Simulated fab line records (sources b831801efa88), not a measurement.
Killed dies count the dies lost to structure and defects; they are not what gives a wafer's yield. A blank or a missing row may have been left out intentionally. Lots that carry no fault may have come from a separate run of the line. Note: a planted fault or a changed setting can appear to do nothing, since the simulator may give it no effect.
A lot that was struck, set against a sound lot    flow gf180mcu    47 steps out of a route of 602
Sound: the wafers L591.3, L591.5, L591.6. Wafers struck: L580.1, L580.2, L580.5. The cause is given at the end.
Per side, at each step with rows, come the tool, then ch with its chambers, and then its first start. Under that, the readings that differ: sound wafers    struck wafers    difference of the means    sigmas: that difference in standard deviations of wafers without a fault.
alike: a reading whose means differ by less than 2 such deviations, as well as words and numbers matching on both sides. not compared: withheld readings; readings where some wafer has no value; bounds like >300 that might hide an equal value; numbers whose values overlap and for which the record gives no deviation.
A row with sigmas, a row that says differs or no value, or rows on one side alone: a step with any of these is where the two part. Numbers that don't overlap but have no deviation are shown without sigmas and don't part them. Lack of a reading on every wafer of one side parts them only where that side has two or more wafers.

first, 5 steps without rows for these wafers: GF_NWELL_COAT_02 (resist thk 3000 nm); GF_NWELL_SOFTBAKE_03; GF_NWELL_EXPOSE_04 (exposes mask Nwell, target cd 860 nm); GF_NWELL_PEB_05; GF_NWELL_DEVELOP_06 (develop time 60 s).
GF_NWELL_OVL_MEAS_07:
  sound: overlay-02 at day 8 00:39; struck: overlay-02 at day 5 03:48
  alike: NWELL_OVL
then, 2 steps without rows for these wafers: GF_NWELL_IMPLANT_08; GF_NWELL_IMPLANT_09.
GF_NWELL_STRIP_10: strips in O2/N2.
  sound on plasmaAsher-02 ch 0,1, day 8 01:00; struck on plasmaAsher-02 ch 0,1, day 5 04:08
reading                   sound              struck             difference  sigmas
stripTimeToEndpointS (s)  37.01 37.09 37.04  36.79 36.81 36.77  -0.26       -3
  alike: chamberPressureMTorr, drypumpMotorCurrentA, heaterPowerW, oesProductAu, platenTempC
  not compared: rfHoursCounterH
GF_NWELL_TW_MEAS_11:
  sound: filmMetro-02 at day 8 01:05; struck: filmMetro-01 at day 5 04:14
  alike: NWELL_TW
then, 2 steps without rows for these wafers: GF_LVPWELL_DEHYDRATE_00 (time 60 s); GF_LVPWELL_HMDS_01 (prime time 60 s).
GF_LVPWELL_COAT_02: resist thk 3000 nm.
  struck on lithoTrack-02, day 5 10:31; sound on lithoTrack-03 ch 0, day 8 09:20
  no value came back on the struck wafers for chillPlateTempC (C), dispensePressureKPa (kPa); on the sound wafers chillPlateTempC (C) reads 23.03 23.07 22.94
then, 4 steps without rows for these wafers: GF_LVPWELL_SOFTBAKE_03; GF_LVPWELL_EXPOSE_04 (exposes mask LVPWELL, target cd 600 nm); GF_LVPWELL_PEB_05; GF_LVPWELL_DEVELOP_06 (develop time 60 s).
GF_LVPWELL_OVL_MEAS_07:
  sound: overlay-01 at day 8 17:49; struck: overlay-02 at day 5 17:55
reading           sound        struck  difference                     sigmas
LVPWELL_OVL (nm)  2.1 0.5 2.0  - - -   no value on the struck wafers  
then, 2 steps without rows for these wafers: GF_LVPWELL_IMPLANT_08; GF_LVPWELL_IMPLANT_09.
GF_LVPWELL_STRIP_10: strips in O2/N2.
  sound on plasmaAsher-03 ch 0,1, day 8 18:11; struck on plasmaAsher-03 ch 0,1, day 5 18:15
  no value came back on the struck wafers for oesProductAu (a.u.), stripTimeToEndpointS (s); on the sound wafers oesProductAu (a.u.) reads 0.722 0.713 0.723
  alike: chamberPressureMTorr, drypumpMotorCurrentA, heaterPowerW, platenTempC
  not compared: rfHoursCounterH
GF_LVPWELL_TW_MEAS_11:
  sound: filmMetro-02 at day 8 18:16; struck: filmMetro-02 at day 5 18:21
  alike: LVPWELL_TW
then, 7 steps without rows for these wafers: GF_MVSD_DEHYDRATE_00 (time 60 s); GF_MVSD_HMDS_01 (prime time 60 s); GF_MVSD_COAT_02 (resist thk 3000 nm); GF_MVSD_SOFTBAKE_03; GF_MVSD_EXPOSE_04 (exposes mask MVSD, target cd 1000 nm); GF_MVSD_PEB_05; GF_MVSD_DEVELOP_06 (develop time 60 s).
GF_MVSD_OVL_MEAS_07:
  sound: overlay-01 at day 9 11:07; struck: overlay-02 at day 6 08:14
  alike: MVSD_OVL
then, 2 steps without rows for these wafers: GF_MVSD_IMPLANT_08; GF_MVSD_IMPLANT_09.
GF_MVSD_STRIP_10: strips in O2/N2.
  sound on plasmaAsher-03 ch 0,1, day 9 11:28; struck on plasmaAsher-02 ch 0,1, day 6 08:34
  alike: chamberPressureMTorr, drypumpMotorCurrentA, heaterPowerW, oesProductAu, platenTempC, stripTimeToEndpointS
  not compared: rfHoursCounterH
GF_MVSD_TW_MEAS_11:
  sound: filmMetro-03 at day 9 11:34; struck: filmMetro-01 at day 6 08:40
  alike: MVSD_TW
then, 7 steps without rows for these wafers: GF_MVPSD_DEHYDRATE_00 (time 60 s); GF_MVPSD_HMDS_01 (prime time 60 s); GF_MVPSD_COAT_02 (resist thk 3000 nm); GF_MVPSD_SOFTBAKE_03; GF_MVPSD_EXPOSE_04 (exposes mask MVPSD, target cd 1000 nm); GF_MVPSD_PEB_05; GF_MVPSD_DEVELOP_06 (develop time 60 s).
GF_MVPSD_OVL_MEAS_07:
  sound: overlay-01 at day 10 05:04; struck: overlay-01 at day 6 23:01
  alike: MVPSD_OVL
GF_MVPSD_TW_MEAS_11:
  sound: filmMetro-03 at day 10 05:31; struck: filmMetro-03 at day 6 23:27
reading   sound        struck       difference  sigmas
MVPSD_TW  560 564 562  703 701 701  +140        +14
GF_VT_IMPLANT_TW_MEAS_10:
  sound: filmMetro-04 at day 10 23:37; struck: filmMetro-04 at day 7 13:53
reading        sound        struck       difference  sigmas
VT_IMPLANT_TW  559 562 560  691 690 687  +129        +23
GF_VT_IMPLANT_TW_MEAS_21:
  sound: filmMetro-01 at day 11 18:20; struck: filmMetro-02 at day 8 05:13
reading          sound           struck          difference  sigmas
VT_IMPLANT_2_TW  1187 1196 1193  1221 1221 1216  +27         +3
GF_VT_IMPLANT_TW_MEAS_32:
  sound: filmMetro-01 at day 12 13:17; struck: filmMetro-04 at day 8 21:05
reading          sound              struck             difference  sigmas
VT_IMPLANT_3_TW  266.5 265.1 265.6  566.5 566.6 565.3  +300.4      +99 or more
GF_VT_IMPLANT_TW_MEAS_43:
  sound: filmMetro-01 at day 13 08:57; struck: filmMetro-01 at day 9 14:04
reading          sound        struck       difference  sigmas
VT_IMPLANT_4_TW  683 684 678  781 787 782  +102        +22

== WHERE THEY PART ==
Earliest at GF_NWELL_STRIP_10; latest, in this record, at GF_VT_IMPLANT_TW_MEAS_43.

WHY: what had been put in by the simulator
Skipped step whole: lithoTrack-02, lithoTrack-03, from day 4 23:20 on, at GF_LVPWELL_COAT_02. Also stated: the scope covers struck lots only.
